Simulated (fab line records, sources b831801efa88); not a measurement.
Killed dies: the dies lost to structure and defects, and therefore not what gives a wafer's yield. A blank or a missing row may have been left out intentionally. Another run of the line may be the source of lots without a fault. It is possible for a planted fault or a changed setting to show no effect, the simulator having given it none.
Which tool was responsible? / flow sky130 / Sampling: 12 lots, 36 wafers, 3 of 708 route steps

== WHAT THE GAUGES SHOWED, per wafer ==
SKY_DNWELL_TW_MEAS_09. Usual: DNWELL_TW typically reads 1109, with standard deviation 6.7.
lot=L775; measured=day 3 08:58; on=film_metro-03; DNWELL_TW=1106 1103 1101; flag=
lot=L776; measured=day 3 17:09; on=film_metro-02; DNWELL_TW=1114 1116 1106; flag=
lot=L777; measured=day 3 22:32; on=film_metro-03; DNWELL_TW=1106 1103 1108; flag=
lot=L779; measured=day 4 16:05; on=film_metro-04; DNWELL_TW=1106 1103 1103; flag=
lot=L781; measured=day 4 17:28; on=film_metro-02; DNWELL_TW=1119 1110 1102; flag=
lot=L780; measured=day 4 17:40; on=film_metro-04; DNWELL_TW=1114 1110 1117; flag=
lot=L783; measured=day 5 05:49; on=film_metro-02; DNWELL_TW=1119 1119 1118; flag=
lot=L785; measured=day 5 14:24; on=film_metro-02; DNWELL_TW=1103 1107 1102; flag=
lot=L790; measured=day 6 20:50; on=film_metro-02; DNWELL_TW=1110 1115 1112; flag=
lot=L791; measured=day 6 23:47; on=film_metro-02; DNWELL_TW=1103 1107 1106; flag=
lot=L792; measured=day 7 03:29; on=film_metro-03; DNWELL_TW=1119 1119 1120; flag=
lot=L793; measured=day 7 11:26; on=film_metro-03; DNWELL_TW=1108 1110 1111; flag=

SKY_SONOS_ONO_THK_MEAS_03. Usual: SONOS_ONO_CVD_02_THK typically reads 10.53 nm, with standard deviation 0.13.
lot=L775; measured=day 11 22:31; on=film_metro-04; SONOS_ONO_CVD_02_THK (nm)=10.45 10.45 10.40; flag=
lot=L776; measured=day 12 07:59; on=film_metro-04; SONOS_ONO_CVD_02_THK (nm)=10.68 10.76 10.80; flag=
lot=L777; measured=day 12 12:11; on=film_metro-03; SONOS_ONO_CVD_02_THK (nm)=10.68 10.50 10.51; flag=
lot=L779; measured=day 13 14:41; on=film_metro-01; SONOS_ONO_CVD_02_THK (nm)=10.83 10.67 10.65; flag=
lot=L781; measured=day 13 19:01; on=film_metro-04; SONOS_ONO_CVD_02_THK (nm)=10.55 10.51 10.52; flag=
lot=L780; measured=day 13 19:00; on=film_metro-01; SONOS_ONO_CVD_02_THK (nm)=10.60 10.67 10.53; flag=
lot=L783; measured=day 14 14:05; on=film_metro-01; SONOS_ONO_CVD_02_THK (nm)=10.59 10.63 10.76; flag=
lot=L785; measured=day 15 03:56; on=film_metro-03; SONOS_ONO_CVD_02_THK (nm)=10.36 10.31 10.45; flag=
lot=L790; measured=day 16 21:45; on=film_metro-04; SONOS_ONO_CVD_02_THK (nm)=10.44 10.52 10.48; flag=
lot=L791; measured=day 17 00:34; on=film_metro-01; SONOS_ONO_CVD_02_THK (nm)=10.53 10.43 10.42; flag=
lot=L792; measured=day 17 07:09; on=film_metro-03; SONOS_ONO_CVD_02_THK (nm)=11.98 12.01 11.93; flag=OFF
lot=L793; measured=day 17 19:20; on=film_metro-04; SONOS_ONO_CVD_02_THK (nm)=11.71 11.91 11.82; flag=OFF

== EACH LOT AND THE TOOL THAT RAN IT (in order: tool; ch and the chambers of the sampled wafers; start) ==
lot=L775; SKY_SONOS_ONO_CVD_02=lpcvd-02 ch 0, day 11 21:28
lot=L776; SKY_SONOS_ONO_CVD_02=lpcvd-02 ch 1, day 12 06:56
lot=L777; SKY_SONOS_ONO_CVD_02=lpcvd-02 ch 1, day 12 11:08
lot=L779; SKY_SONOS_ONO_CVD_02=lpcvd-02 ch 1, day 13 13:37
lot=L781; SKY_SONOS_ONO_CVD_02=lpcvd-02 ch 0, day 13 17:57
lot=L780; SKY_SONOS_ONO_CVD_02=lpcvd-02 ch 0, day 13 17:57
lot=L783; SKY_SONOS_ONO_CVD_02=lpcvd-02 ch 1, day 14 13:02
lot=L785; SKY_SONOS_ONO_CVD_02=lpcvd-02 ch 0, day 15 02:53
lot=L790; SKY_SONOS_ONO_CVD_02=lpcvd-02 ch 0, day 16 20:41
lot=L791; SKY_SONOS_ONO_CVD_02=lpcvd-02 ch 1, day 16 23:31
lot=L792; SKY_SONOS_ONO_CVD_02=lpcvd-02 ch 1, day 17 06:05
lot=L793; SKY_SONOS_ONO_CVD_02=lpcvd-02 ch 1, day 17 18:17
- SKY_SONOS_ONO_CVD_02: deposits Si3N4 from DCS/NH3, target thk 10.5 nm, time 180 s.

== AS READ BY THE TOOLS THEMSELVES (means over the sampled wafers that have a number; for cases with no such wafer, the mark the record gives instead) ==
SKY_SONOS_ONO_CVD_02. Usual: pressure_mtorr 246.0 mTorr, standard deviation 0.53; spike_tc_centre_C 770.2 C, standard deviation 2.4; zone_power_centre_pct 11.9 %, standard deviation 0.46.
lot=L775; tool=lpcvd-02; pressure_mtorr (mTorr)=246.3; spike_tc_centre_C (C)=771.7; zone_power_centre_pct (%)=11.3; flag=
lot=L776; tool=lpcvd-02; pressure_mtorr (mTorr)=246.8; spike_tc_centre_C (C)=769.2; zone_power_centre_pct (%)=12.2; flag=
lot=L777; tool=lpcvd-02; pressure_mtorr (mTorr)=246.0; spike_tc_centre_C (C)=769.3; zone_power_centre_pct (%)=12.4; flag=
lot=L779; tool=lpcvd-02; pressure_mtorr (mTorr)=245.8; spike_tc_centre_C (C)=769.3; zone_power_centre_pct (%)=12.3; flag=
lot=L781; tool=lpcvd-02; pressure_mtorr (mTorr)=245.7; spike_tc_centre_C (C)=773.1; zone_power_centre_pct (%)=11.3; flag=
lot=L780; tool=lpcvd-02; pressure_mtorr (mTorr)=245.9; spike_tc_centre_C (C)=772.6; zone_power_centre_pct (%)=11.5; flag=
lot=L783; tool=lpcvd-02; pressure_mtorr (mTorr)=245.9; spike_tc_centre_C (C)=768.1; zone_power_centre_pct (%)=12.3; flag=
lot=L785; tool=lpcvd-02; pressure_mtorr (mTorr)=245.8; spike_tc_centre_C (C)=773.1; zone_power_centre_pct (%)=11.3; flag=
lot=L790; tool=lpcvd-02; pressure_mtorr (mTorr)=245.7; spike_tc_centre_C (C)=772.0; zone_power_centre_pct (%)=11.3; flag=
lot=L791; tool=lpcvd-02; pressure_mtorr (mTorr)=245.8; spike_tc_centre_C (C)=768.5; zone_power_centre_pct (%)=12.4; flag=
lot=L792; tool=lpcvd-02; pressure_mtorr (mTorr)=245.2; spike_tc_centre_C (C)=783.1; zone_power_centre_pct (%)=16.1; flag=OFF
lot=L793; tool=lpcvd-02; pressure_mtorr (mTorr)=246.7; spike_tc_centre_C (C)=784.8; zone_power_centre_pct (%)=16.0; flag=OFF

== THE ANSWER, worked out from the rows above alone ==
Rule: lot off if the mean of its wafers having a number is beyond 3 standard deviations from the usual mean. Also off: a lot with no number at a reading for which 4 or more lots have one. The other lots that the step has rows for count as sound. Order of review: gauges by route order, followed by the tools' own readings, for which a lot's mean as printed above is used. The first step at which some lot is off is used, and at that step the reading that is off furthest; a lot without a number counts as furthest.
Off: L792, L793, seen at SKY_SONOS_ONO_THK_MEAS_03 (SONOS_ONO_CVD_02_THK).
If a tool, at a process step before that reading, ran all the lots that are off and no sound lot after the first of them, it fits. Not tried: the gauges at SKY_SONOS_ONO_THK_MEAS_03; whatever is off there is also off at SKY_SONOS_ONO_CVD_02, on other tools, and gauge error can't account for it. One candidate fits, namely lpcvd-02 at SKY_SONOS_ONO_CVD_02. Its last sound lot is L791 (day 16 23:31), its first lot that is off L792 (day 17 06:05): a fault that began between those two fits.
The tool's own readings at SKY_SONOS_ONO_CVD_02 bear it out: on the lots that are off they differ by more than 5 times the standard deviation of the sound lots' means. spike_tc_centre_C reads 784.0 C there against 770.7 C on the sound lots; zone_power_centre_pct reads 16.1 % there against 11.8 % on the sound lots.

== WHAT HAD BEEN PUT IN BY THE SIMULATOR ==
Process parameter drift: lpcvd-02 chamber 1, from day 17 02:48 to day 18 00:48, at SKY_SONOS_ONO_CVD_02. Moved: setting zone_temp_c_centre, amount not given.
Shown lots that were struck: L792, L793. This agrees with what the rule above found.
